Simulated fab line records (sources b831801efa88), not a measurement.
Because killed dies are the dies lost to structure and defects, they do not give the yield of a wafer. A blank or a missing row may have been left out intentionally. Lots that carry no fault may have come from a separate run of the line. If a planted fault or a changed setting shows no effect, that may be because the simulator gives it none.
fab line records -- flow gf180mcu -- part 1 of 2: steps 1 to 32 of 45
[record] lots = 5, wafers = 15, lastDay = 34
route steps=602 shown STI@5 DNWELL@32 NWELL@42
lots that met no fault: taken from a fault-free run of the same line
startH: hours from the record's first day to the start of the lot's first wafer shown -- waitH: hours since the lot's step before -- " repeats the value in the row above -- L1.1+2: several wafers, shown together as one row -- - either no value or no given start -- * or withheld: withheld -- < > ~ a bound
route shown NAME@n: names a module that has steps shown in the file, with the first one's number in the route -- usual: mean/standard deviation of fault-free wafers -- same: alike in all rows -- chamber/n: place in a boat -- sites: per-site readings -- _std_site: the standard deviation of these -- _edge_site: inner sites' mean taken away from outer sites' mean -- radiusMm: for every site, how far away it sits from the centre of the wafer -- mask NAME#n: copy n -- behind: the last tool/chamber to shape the wafer -- hold: why the lot was held/for how many hours/how that ended -- device: the n, p or np transistor that did not switch -- end of line: the same wafers' tests at the end of the route -- a step without rows: its recipe alone -- killed: at the first sort, the dies lost to defects and structure; wafer yield is something else -- map: the dies of a wafer, with x for killed, . for not killed, _ for no die there
set.NAME: the setting the step ran with; set.NAME@STEP: the setting that earlier step ran with -- model.NAME: the simulator's own value behind a step, which no gauge read
lots at some steps of the route; a table a step, a row a wafer
services: when a tool's chamber went out of use (startH, in hours from the record's first day, below 0 if earlier), for how many hours, and the reason
[[steps]]
[step GF_STI_THK_MEAS_04]
[recipe] reads = Si3N4_of_STI_CVD_03
[usual] STI_CVD_03_THK = 207.7/1.9
lot.wafer,tool,chamber,startH,waitH,STI_CVD_03_THK[nm]
L075.3,filmMetro-02,-,19.25,0.0,203.8
L075.4,filmMetro-02,-,19.25,0.0,203.1
L075.6,filmMetro-02,-,19.25,0.0,202.8
L081.4,filmMetro-02,-,49.20,0.0,207.3
L081.5,filmMetro-02,-,49.20,0.0,205.9
L081.6,filmMetro-02,-,49.20,0.0,206.7
L092.3,filmMetro-01,-,105.23,0.0,208.5
L092.4,filmMetro-01,-,105.23,0.0,208.6
L092.5,filmMetro-01,-,105.23,0.0,208.6
L095.1,filmMetro-02,-,118.56,0.0,210.7
L095.4,filmMetro-02,-,118.56,0.0,208.4
L095.6,filmMetro-02,-,118.56,0.0,208.0
L096.1,filmMetro-01,-,124.57,0.0,207.3
L096.4,filmMetro-01,-,124.57,0.0,207.9
L096.5,filmMetro-01,-,124.57,0.0,209.6
[step GF_STI_DEHYDRATE_05]
[recipe] tempC = 200, timeS = 60
lot.wafer,tool,chamber,startH,waitH
L075.3+4+6,lithoTrack-04,0,24.64,5.4
L081.4+5+6,lithoTrack-02,0,55.91,6.7
L092.3+4+5,lithoTrack-02,0,112.33,7.1
L095.1+4+6,lithoTrack-04,0,125.28,6.7
L096.1+4+5,lithoTrack-04,0,131.73,7.2
[step GF_STI_HMDS_06]
[recipe] primeTimeS = 60, primeTempC = 120
lot.wafer,tool,chamber,startH,waitH
L075.3+4+6,lithoTrack-04,0,24.79,0.1
L081.4+5+6,lithoTrack-02,0,56.06,0.1
L092.3+4+5,lithoTrack-02,0,112.48,0.1
L095.1+4+6,lithoTrack-04,0,125.43,0.1
L096.1+4+5,lithoTrack-04,0,131.88,0.1
[step GF_STI_COAT_07]
[recipe] resist = KrF, spinRpm = withheld, resistThkNm = 700
lot.wafer,tool,chamber,startH,waitH
L075.3+4+6,lithoTrack-04,0,24.94,0.1
L081.4+5+6,lithoTrack-02,0,56.21,0.1
L092.3+4+5,lithoTrack-02,0,112.63,0.1
L095.1+4+6,lithoTrack-04,0,125.58,0.1
L096.1+4+5,lithoTrack-04,0,132.03,0.1
[step GF_STI_SOFTBAKE_08]
[recipe] tempC = 130, timeS = 60, resist = KrF
lot.wafer,tool,chamber,startH,waitH
L075.3+4+6,lithoTrack-04,0,25.09,0.1
L081.4+5+6,lithoTrack-02,0,56.36,0.1
L092.3+4+5,lithoTrack-02,0,112.78,0.1
L095.1+4+6,lithoTrack-04,0,125.73,0.1
L096.1+4+5,lithoTrack-04,0,132.18,0.1
[step GF_STI_EXPOSE_09]
[recipe] maskId = COMP, targetCdNm = 220, na = 0.68, sourceShape = conventional, sigmaOuter = 0.6, doseMj = 28
[usual] exposureDoseMJCm2 = 28.000/0.03
lot.wafer,tool,chamber,startH,waitH,mask,exposureDoseMJCm2
L075.3,krfScanner-02,0,-,-,COMP#0,27.991
L075.4,krfScanner-02,0,-,-,COMP#0,27.968
L075.6,krfScanner-02,0,-,-,COMP#0,28.000
L081.4,krfScanner-01,0,-,-,COMP#0,28.049
L081.5,krfScanner-01,0,-,-,COMP#0,28.043
L081.6,krfScanner-01,0,-,-,COMP#0,28.104
L092.3,krfScanner-02,0,-,-,COMP#0,27.992
L092.4,krfScanner-02,0,-,-,COMP#0,28.028
L092.5,krfScanner-02,0,-,-,COMP#0,28.049
L095.1,krfScanner-01,0,-,-,COMP#0,28.036
L095.4,krfScanner-01,0,-,-,COMP#0,28.038
L095.6,krfScanner-01,0,-,-,COMP#0,28.022
L096.1,krfScanner-01,0,-,-,COMP#0,27.965
L096.4,krfScanner-01,0,-,-,COMP#0,27.989
L096.5,krfScanner-01,0,-,-,COMP#0,27.972
[step GF_STI_PEB_10]
[recipe] pebTempC = 135, pebTimeS = 90, resist = KrF
lot.wafer,tool,chamber,startH,waitH
L075.3+4+6,lithoTrack-03,0,-,-
L081.4+5+6,lithoTrack-02,0,-,-
L092.3+4+5,lithoTrack-04,0,-,-
L095.1+4+6,lithoTrack-03,0,-,-
L096.1+4+5,lithoTrack-02,0,-,-
[step GF_STI_DEVELOP_11]
[recipe] developTimeS = 60, devTempC = 21
lot.wafer,tool,chamber,startH,waitH
L075.3+4+6,lithoTrack-03,0,30.87,0.1
L081.4+5+6,lithoTrack-02,0,62.86,0.1
L092.3+4+5,lithoTrack-04,0,120.23,0.1
L095.1+4+6,lithoTrack-03,0,133.62,0.2
L096.1+4+5,lithoTrack-02,0,139.68,0.2
[step GF_STI_CD_MEAS_12]
[recipe] targetCdNm = 220
[usual] cdNm = 220.1/1.3
lot.wafer,tool,chamber,startH,waitH,cdNm
L075.3,cdSem-02,-,31.01,0.1,219.4
L075.4,cdSem-02,-,31.01,0.1,219.1
L075.6,cdSem-02,-,31.01,0.1,219.7
L081.4,cdSem-01,-,62.99,0.1,220.7
L081.5,cdSem-01,-,62.99,0.1,219.6
L081.6,cdSem-01,-,62.99,0.1,221.4
L092.3,cdSem-02,-,120.37,0.1,219.9
L092.4,cdSem-02,-,120.37,0.1,219.1
L092.5,cdSem-02,-,120.37,0.1,219.4
L095.1,cdSem-02,-,133.77,0.1,220.4
L095.4,cdSem-02,-,133.77,0.1,221.0
L095.6,cdSem-02,-,133.77,0.1,220.4
L096.1,cdSem-01,-,139.83,0.1,219.9
L096.4,cdSem-01,-,139.83,0.1,220.1
L096.5,cdSem-01,-,139.83,0.1,220.6
[step GF_STI_ETCH_13]
[recipe] chemistry = CHF3/O2, stopOn = Si, overEtchFrac = 0.3, targetDepthA = 2823.1, sourceW = 600, biasW = 200, pressureMtorr = 40, chf3FlowSccm = 50, O2_flow_sccm = 5, timeS = 112.9
[usual] drypumpMotorCurrentA = 5.9/0.51, oesProductAu = 0.833/0.006, throttleValvePct = 8.810/0.0079
lot.wafer,tool,chamber,startH,waitH,drypumpMotorCurrentA,oesProductAu,rfHoursCounterH,throttleValvePct
L075.3,rieDiel-01,3,31.09,0.1,5.5,0.823,112,8.812
L075.4,rieDiel-01,2,31.09,0.1,6.4,0.822,120,8.793
L075.6,rieDiel-01,2,31.09,0.1,6.4,0.824,-,8.827
L081.4,rieDiel-04,3,63.05,0.0,6.5,0.832,34,8.814
L081.5,rieDiel-04,3,63.05,0.0,6.5,0.826,-,8.811
L081.6,rieDiel-04,2,63.05,0.0,5.0,0.823,-,8.821
L092.3,rieDiel-01,3,120.45,0.1,5.5,0.842,115,8.808
L092.4,rieDiel-01,3,120.45,0.1,5.5,0.843,-,8.812
L092.5,rieDiel-01,0,120.45,0.1,5.5,0.838,-,8.813
L095.1,rieDiel-01,1,133.89,0.1,6.0,0.841,11,8.821
L095.4,rieDiel-01,2,133.89,0.1,6.4,0.836,123,8.807
L095.6,rieDiel-01,2,133.89,0.1,6.4,0.826,-,8.809
L096.1,rieDiel-03,2,139.95,0.1,6.8,0.832,105,8.816
L096.4,rieDiel-03,3,139.95,0.1,5.5,0.826,143,8.829
L096.5,rieDiel-03,3,139.95,0.1,5.5,0.834,-,8.821
[step GF_STI_ETCH_14]
[recipe] target = Si, chemistry = HBr/Cl2/O2, targetDepthNm = 360, icpW = 600, biasW = 150, pressureMtorr = 15, HBr_flow_sccm = 150, Cl2_flow_sccm = 40, O2_flow_sccm = 6, timeS = 102.9
[usual] drypumpMotorCurrentA = 5.83/0.24, oesProductAu = 0.993/0.016, throttleValvePct = 25.661/0.015
lot.wafer,tool,chamber,startH,waitH,drypumpMotorCurrentA,oesProductAu,rfHoursCounterH,throttleValvePct
L075.3,rieSi-01,3,31.17,0.0,5.98,0.985,25,25.660
L075.4,rieSi-01,0,31.17,0.0,5.92,0.991,1,25.657
L075.6,rieSi-01,0,31.17,0.0,5.93,0.991,-,25.669
L081.4,rieSi-01,2,63.13,0.0,6.01,0.959,4,25.684
L081.5,rieSi-01,1,63.13,0.0,5.36,0.995,-,25.672
L081.6,rieSi-01,2,63.13,0.0,5.98,0.967,-,25.681
L092.3,rieSi-02,3,120.53,0.0,6.08,1.007,62,25.642
L092.4,rieSi-02,0,120.53,0.0,5.40,0.988,116,25.670
L092.5,rieSi-02,3,120.53,0.0,6.08,1.018,-,25.633
L095.1,rieSi-02,2,133.97,0.0,5.59,0.999,110,25.648
L095.4,rieSi-02,3,133.97,0.0,6.06,1.018,62,25.665
L095.6,rieSi-02,2,133.97,0.0,5.55,1.006,-,25.642
L096.1,rieSi-02,0,140.03,0.0,5.45,0.995,116,25.673
L096.4,rieSi-02,1,140.03,0.0,5.82,0.997,21,25.665
L096.5,rieSi-02,2,140.03,0.0,5.62,1.009,-,25.648
[step GF_STI_STRIP_15]
[recipe] chemistry = O2/N2, powerW = 1400, pressureMtorr = 1500, platenTempC = 250, o2FlowSccm = 3000, n2FlowSccm = 300, overashFraction = 0.5
[usual] drypumpMotorCurrentA = 5.9/0.42, heaterPowerW = 335/41, oesProductAu = 0.385/0.0053, stripTimeToEndpointS = 3.74/0.06
lot.wafer,tool,chamber,startH,waitH,drypumpMotorCurrentA,heaterPowerW,oesProductAu,rfHoursCounterH,stripTimeToEndpointS
L075.3,plasmaAsher-02,0,31.28,0.1,5.5,281,0.389,-,3.77
L075.4,plasmaAsher-02,1,31.28,0.1,5.5,318,0.390,-,3.83
L075.6,plasmaAsher-02,1,31.28,0.1,5.5,311,0.386,-,3.82
L081.4,plasmaAsher-02,0,63.24,0.1,5.5,284,0.383,-,3.80
L081.5,plasmaAsher-02,0,63.24,0.1,5.5,282,0.378,-,3.72
L081.6,plasmaAsher-02,1,63.24,0.1,5.5,304,0.389,-,3.76
L092.3,plasmaAsher-03,1,120.64,0.1,6.3,325,0.383,-,3.69
L092.4,plasmaAsher-03,0,120.64,0.1,6.5,385,0.390,-,3.76
L092.5,plasmaAsher-03,0,120.64,0.1,6.4,392,0.382,-,3.69
L095.1,plasmaAsher-03,0,134.04,0.0,6.4,385,0.381,31,3.72
L095.4,plasmaAsher-03,0,134.04,0.0,6.4,394,0.386,-,3.75
L095.6,plasmaAsher-03,0,134.04,0.0,6.4,387,0.393,-,3.76
L096.1,plasmaAsher-02,1,140.10,0.0,5.5,306,0.387,50,3.75
L096.4,plasmaAsher-02,1,140.10,0.0,5.5,305,0.376,-,3.67
L096.5,plasmaAsher-02,1,140.10,0.0,5.5,312,0.387,-,3.66
[step GF_STI_CLEAN_16]
[recipe] chemistry = dHF, timeS = 25, dilution = 100:1
lot.wafer,tool,chamber,startH,waitH
L075.3+4+6,wetBench-01,2,31.34,0.0
L081.4+5+6,wetBench-04,3,63.30,0.0
L092.3+4+5,wetBench-02,1,120.71,0.0
L095.1+4+6,wetBench-02,0,134.14,0.1
L096.1+4+5,wetBench-02,1,140.20,0.1
[step GF_STI_WET_ETCH_17]
[recipe] chemistry = H3PO4, targetDepthNm = 45, tempC = 160, target = Si3N4, timeS = 514
lot.wafer,tool,chamber,startH,waitH
L075.3+4+6,wetBench-04,3,31.36,0.0
L081.4+5+6,wetBench-02,2,63.32,0.0
L092.3+4+5,wetBench-02,2,120.72,0.0
L095.1+4+6,wetBench-01,2,134.16,0.0
L096.1+4+5,wetBench-01,2,140.22,0.0
[step GF_STI_CLEAN_18]
[recipe] chemistry = SC1/SC2, mix = 1:4:20, tempC = 70, timeS = 150
lot.wafer,tool,chamber,startH,waitH
L075.3+4+6,wetBench-02,0,31.53,0.0
L081.4+5+6,wetBench-04,2,63.47,0.0
L092.3+4+5,wetBench-01,1,120.89,0.0
L095.1+4+6,wetBench-02,0,134.32,0.0
L096.1+4+5,wetBench-02,1,140.39,0.0
[step GF_STI_CLEAN_19]
[recipe] chemistry = dHF, timeS = 20, dilution = 100:1
lot.wafer,tool,chamber,startH,waitH
L075.3+4+6,wetBench-01,0,31.58,0.0
L081.4+5+6,wetBench-01,2,63.52,0.0
L092.3+4+5,wetBench-04,3,120.94,0.0
L095.1+4+6,wetBench-01,2,134.38,0.0
L096.1+4+5,wetBench-01,1,140.44,0.0
[step GF_STI_WET_ETCH_20]
[recipe] chemistry = dHF, dilution = 100:1, targetDepthNm = 20, tempC = 25, dry = ipaMarangoni, target = SiO2, timeS = 400
lot.wafer,tool,chamber,startH,waitH
L075.3+4+6,wetBench-04,1,31.59,0.0
L081.4+5+6,wetBench-02,3,63.54,0.0
L092.3+4+5,wetBench-02,0,120.95,0.0
L095.1+4+6,wetBench-02,3,134.39,0.0
L096.1+4+5,wetBench-02,3,140.46,0.0
[step GF_STI_OXIDATION_21]
[recipe] tempC = 1000, ambient = O2, stabiliseS = 600, purgeS = 300, targetThkA = 150, oxTimeS = 458
[usual] spikeTcTopC = 1012.5/1
lot.wafer,tool,chamber,startH,waitH,spikeTcTopC
L075.3,furnace-02,0,31.72,0.0,1010.8
L075.4,furnace-02,0,31.72,0.0,1012.9
L075.6,furnace-02,0,31.72,0.0,1011.3
L081.4,furnace-02,0,63.65,0.0,1013.9
L081.5,furnace-02,0,63.65,0.0,1012.6
L081.6,furnace-02,0,63.65,0.0,1012.0
L092.3,furnace-01,0,121.58,0.5,1012.8
L092.4,furnace-01,0,121.58,0.5,1010.9
L092.5,furnace-01,0,121.58,0.5,1011.6
L095.1,furnace-02,0,134.52,0.0,1010.3
L095.4,furnace-02,0,134.52,0.0,1011.8
L095.6,furnace-02,0,134.52,0.0,1011.4
L096.1,furnace-02,0,141.34,0.7,1013.6
L096.4,furnace-02,0,141.34,0.7,1011.3
L096.5,furnace-02,0,141.34,0.7,1012.5
[step GF_STI_THK_MEAS_22]
[recipe] reads = SiO2_of_STI_OXIDATION_21
[usual] STI_OXIDATION_01_THK = 14.83/0.28
lot.wafer,tool,chamber,startH,waitH,STI_OXIDATION_01_THK[nm]
L075.3,filmMetro-01,-,32.87,0.0,15.00
L075.4,filmMetro-01,-,32.87,0.0,14.86
L075.6,filmMetro-01,-,32.87,0.0,15.28
L081.4,filmMetro-02,-,64.81,0.0,14.99
L081.5,filmMetro-02,-,64.81,0.0,15.21
L081.6,filmMetro-02,-,64.81,0.0,14.81
L092.3,filmMetro-01,-,122.73,0.0,14.61
L092.4,filmMetro-01,-,122.73,0.0,14.89
L092.5,filmMetro-01,-,122.73,0.0,14.90
L095.1,filmMetro-02,-,135.65,0.0,14.92
L095.4,filmMetro-02,-,135.65,0.0,14.78
L095.6,filmMetro-02,-,135.65,0.0,14.87
L096.1,filmMetro-01,-,142.47,0.0,14.75
L096.4,filmMetro-01,-,142.47,0.0,14.89
L096.5,filmMetro-01,-,142.47,0.0,14.74
[step GF_STI_CVD_23]
[recipe] material = SiO2, targetThkNm = 650, sigmaOpenFrac = 0.3, timeS = 108.3, tempC = 600, sih4FlowSccm = 60, pressureMtorr = 6
lot.wafer,tool,chamber,startH,waitH
L075.3+4+6,hdpcvd-02,"2,0,2",32.91,0.0
L081.4+5+6,hdpcvd-01,"0,1,2",64.88,0.1
L092.3+4+5,hdpcvd-02,"2,2,1",122.77,0.0
L095.1+4+6,hdpcvd-01,"2,0,2",135.71,0.1
L096.1+4+5,hdpcvd-02,"0,0,2",142.53,0.1
[step GF_STI_THK_MEAS_24]
[recipe] reads = SiO2_of_STI_CVD_23
[usual] STI_CVD_23_THK = 648/8.1
lot.wafer,tool,chamber,startH,waitH,STI_CVD_23_THK[nm]
L075.3,filmMetro-04,-,33.01,0.1,640
L075.4,filmMetro-04,-,33.01,0.1,656
L075.6,filmMetro-04,-,33.01,0.1,641
L081.4,filmMetro-02,-,64.95,0.0,643
L081.5,filmMetro-02,-,64.95,0.0,629
L081.6,filmMetro-02,-,64.95,0.0,642
L092.3,filmMetro-02,-,122.87,0.1,655
L092.4,filmMetro-02,-,122.87,0.1,649
L092.5,filmMetro-02,-,122.87,0.1,636
L095.1,filmMetro-01,-,135.79,0.0,652
L095.4,filmMetro-01,-,135.79,0.0,654
L095.6,filmMetro-01,-,135.79,0.0,652
L096.1,filmMetro-04,-,142.60,0.0,656
L096.4,filmMetro-04,-,142.60,0.0,658
L096.5,filmMetro-04,-,142.60,0.0,649
[step GF_STI_CMP_25]
[recipe] stopOn = Si3N4, tOverpolishS = 33, downForcePsi = 4, platenRpm = 60, targetThkNm = 524.6, padVelocityMS = 0.94248
[usual] motorCurrentA = 12.2/1.3, overpolishRunS = 33.001/0.0091, timeToEndpointS = 126/4.8
lot.wafer,tool,chamber,startH,waitH,motorCurrentA,overpolishRunS,timeToEndpointS
L075.3,cmp-01,3,33.05,0.0,10.9,32.995,128
L075.4,cmp-01,0,33.05,0.0,13.9,33.013,127
L075.6,cmp-01,0,33.05,0.0,14.0,32.991,122
L081.4,cmp-02,2,65.37,0.4,12.0,33.006,123
L081.5,cmp-02,0,65.37,0.4,13.6,33.001,122
L081.6,cmp-02,1,65.37,0.4,10.9,32.985,124
L092.3,cmp-01,0,122.91,0.0,14.4,33.007,120
L092.4,cmp-01,2,122.91,0.0,12.4,32.991,127
L092.5,cmp-01,1,122.91,0.0,11.7,33.014,128
L095.1,cmp-02,3,135.85,0.1,11.8,32.986,121
L095.4,cmp-02,0,135.85,0.1,14.2,33.006,131
L095.6,cmp-02,0,135.85,0.1,14.8,32.989,127
L096.4,cmp-01,3,142.66,0.0,11.0,32.997,132
L096.1,cmp-01,1,142.66,0.0,11.2,33.016,136
L096.5,cmp-01,3,142.66,0.0,11.2,32.996,127
[step GF_STI_WET_ETCH_26]
[recipe] chemistry = dHF, targetDepthNm = 94, target = SiO2, tempC = 25, dilution = 10:1, timeS = 188
lot.wafer,tool,chamber,startH,waitH
L075.3+4+6,wetBench-01,0,33.35,0.2
L081.4+5+6,wetBench-04,0,65.57,0.1
L092.3+4+5,wetBench-01,3,123.21,0.2
L095.1+4+6,wetBench-01,3,136.15,0.2
L096.1+4+5,wetBench-02,2,142.96,0.1
[step GF_STI_WET_ETCH_27]
[recipe] chemistry = H3PO4, targetDepthNm = 160, target = Si3N4, tempC = 160, timeS = 1825
lot.wafer,tool,chamber,startH,waitH
L075.3+4+6,wetBench-02,0,33.41,0.0
L081.4+5+6,wetBench-02,0,65.63,0.0
L092.3+4+5,wetBench-02,0,123.27,0.0
L095.1+4+6,wetBench-02,2,136.22,0.0
L096.1+4+5,wetBench-01,3,143.04,0.0
[step GF_STI_WET_ETCH_28]
[recipe] chemistry = dHF, targetDepthNm = 20, dry = ipaMarangoni, target = SiO2, tempC = 25, dilution = 10:1, timeS = 40
lot.wafer,tool,chamber,startH,waitH
L075.3+4+6,wetBench-04,2,33.97,0.0
L081.4+5+6,wetBench-01,3,66.14,0.0
L092.3+4+5,wetBench-01,1,123.79,0.0
L095.1+4+6,wetBench-04,0,136.78,0.0
L096.1+4+5,wetBench-04,1,143.60,0.0
[step GF_STI_OXIDATION_29]
[recipe] tempC = 900, ambient = O2, stabiliseS = 600, purgeS = 300, targetThkA = 100, oxTimeS = 1418
[usual] spikeTcTopC = 913.4/1.1
lot.wafer,tool,chamber,startH,waitH,spikeTcTopC
L075.3,furnace-01,0,33.99,0.0,913.8
L075.4,furnace-01,0,33.99,0.0,912.3
L075.6,furnace-01,0,33.99,0.0,913.3
L081.4,furnace-02,0,69.34,3.2,912.4
L081.5,furnace-02,0,69.34,3.2,914.1
L081.6,furnace-02,0,69.34,3.2,913.9
L092.3,furnace-02,0,123.81,0.0,913.9
L092.4,furnace-02,0,123.81,0.0,914.4
L092.5,furnace-02,0,123.81,0.0,913.2
L095.1,furnace-02,0,136.80,0.0,912.6
L095.4,furnace-02,0,136.80,0.0,911.4
L095.6,furnace-02,0,136.80,0.0,913.3
L096.1,furnace-01,0,143.62,0.0,912.9
L096.4,furnace-01,0,143.62,0.0,913.4
L096.5,furnace-01,0,143.62,0.0,912.4
[step GF_STI_THK_MEAS_30]
[recipe] reads = SiO2_of_STI_OXIDATION_29
[usual] STI_OXIDATION_02_THK = 9.84/0.17
lot.wafer,tool,chamber,startH,waitH,STI_OXIDATION_02_THK[nm]
L075.3,filmMetro-01,-,35.41,0.0,9.73
L075.4,filmMetro-01,-,35.41,0.0,9.62
L075.6,filmMetro-01,-,35.41,0.0,9.71
L081.4,filmMetro-01,-,70.76,0.0,10.18
L081.5,filmMetro-01,-,70.76,0.0,10.14
L081.6,filmMetro-01,-,70.76,0.0,9.95
L092.3,filmMetro-02,-,125.22,0.0,9.66
L092.4,filmMetro-02,-,125.22,0.0,9.58
L092.5,filmMetro-02,-,125.22,0.0,9.72
L095.1,filmMetro-04,-,138.19,0.0,9.99
L095.4,filmMetro-04,-,138.19,0.0,10.11
L095.6,filmMetro-04,-,138.19,0.0,9.92
L096.1,filmMetro-01,-,145.01,0.0,9.77
L096.4,filmMetro-01,-,145.01,0.0,9.70
L096.5,filmMetro-01,-,145.01,0.0,9.81
[step GF_DNWELL_DEHYDRATE_00]
[recipe] tempC = 200, timeS = 60
lot.wafer,tool,chamber,startH,waitH
L075.3+4+6,lithoTrack-01,0,41.39,6.0
L081.4+5+6,lithoTrack-01,0,76.56,5.8
L092.3+4+5,lithoTrack-01,0,132.23,7.0
L095.1+4+6,lithoTrack-02,0,145.13,6.9
L096.1+4+5,lithoTrack-03,0,152.72,7.7
[step GF_DNWELL_HMDS_01]
[recipe] primeTimeS = 60, primeTempC = 120
lot.wafer,tool,chamber,startH,waitH
L075.3+4+6,lithoTrack-01,0,41.54,0.1
L081.4+5+6,lithoTrack-01,0,76.71,0.1
L092.3+4+5,lithoTrack-01,0,132.38,0.1
L095.1+4+6,lithoTrack-02,0,145.28,0.1
L096.1+4+5,lithoTrack-03,0,152.87,0.1
[step GF_DNWELL_COAT_02]
[recipe] spinRpm = 2000, resistThkNm = 3000
[usual] spinSpeedRpm = 2000.2/1.4
lot.wafer,tool,chamber,startH,waitH,spinSpeedRpm
L075.3,lithoTrack-01,0,41.69,0.1,1999.8
L075.4,lithoTrack-01,0,41.69,0.1,2001.8
L075.6,lithoTrack-01,0,41.69,0.1,2000.4
L081.4,lithoTrack-01,0,76.86,0.1,2000.5
L081.5,lithoTrack-01,0,76.86,0.1,2000.7
L081.6,lithoTrack-01,0,76.86,0.1,2000.2
L092.3,lithoTrack-01,0,132.53,0.1,2000.7
L092.4,lithoTrack-01,0,132.53,0.1,1998.8
L092.5,lithoTrack-01,0,132.53,0.1,2000.7
L095.1,lithoTrack-02,0,145.43,0.1,1998.9
L095.4,lithoTrack-02,0,145.43,0.1,1998.6
L095.6,lithoTrack-02,0,145.43,0.1,2001.2
L096.1,lithoTrack-03,0,153.02,0.1,2000.3
L096.4,lithoTrack-03,0,153.02,0.1,2000.2
L096.5,lithoTrack-03,0,153.02,0.1,1997.5
[step GF_DNWELL_SOFTBAKE_03]
[recipe] tempC = 110, timeS = withheld
lot.wafer,tool,chamber,startH,waitH
L075.3+4+6,lithoTrack-01,0,41.85,0.1
L081.4+5+6,lithoTrack-01,0,77.04,0.1
L092.3+4+5,lithoTrack-01,0,132.70,0.1
L095.1+4+6,lithoTrack-02,0,145.58,0.1
L096.1+4+5,lithoTrack-03,0,153.17,0.1
[step GF_DNWELL_EXPOSE_04]
[recipe] maskId = DNWELL, targetCdNm = 1700, na = 0.6, sourceShape = conventional, sigmaOuter = 0.6, doseMj = 260
[usual] exposureDoseMJCm2 = 259.99/0.27
lot.wafer,tool,chamber,startH,waitH,mask,exposureDoseMJCm2
L075.3,ilineStepper-01,0,-,-,DNWELL#0,259.73
L075.4,ilineStepper-01,0,-,-,DNWELL#0,259.84
L075.6,ilineStepper-01,0,-,-,DNWELL#0,259.80
L081.4,ilineStepper-02,0,-,-,DNWELL#0,259.75
L081.5,ilineStepper-02,0,-,-,DNWELL#0,259.88
L081.6,ilineStepper-02,0,-,-,DNWELL#0,259.56
L092.3,ilineStepper-01,0,-,-,DNWELL#0,260.14
L092.4,ilineStepper-01,0,-,-,DNWELL#0,260.08
L092.5,ilineStepper-01,0,-,-,DNWELL#0,260.09
L095.1,ilineStepper-02,0,-,-,DNWELL#0,260.08
L095.4,ilineStepper-02,0,-,-,DNWELL#0,259.78
L095.6,ilineStepper-02,0,-,-,DNWELL#0,259.98
L096.1,ilineStepper-01,0,-,-,DNWELL#0,260.53
L096.4,ilineStepper-01,0,-,-,DNWELL#0,260.11
L096.5,ilineStepper-01,0,-,-,DNWELL#0,260.25
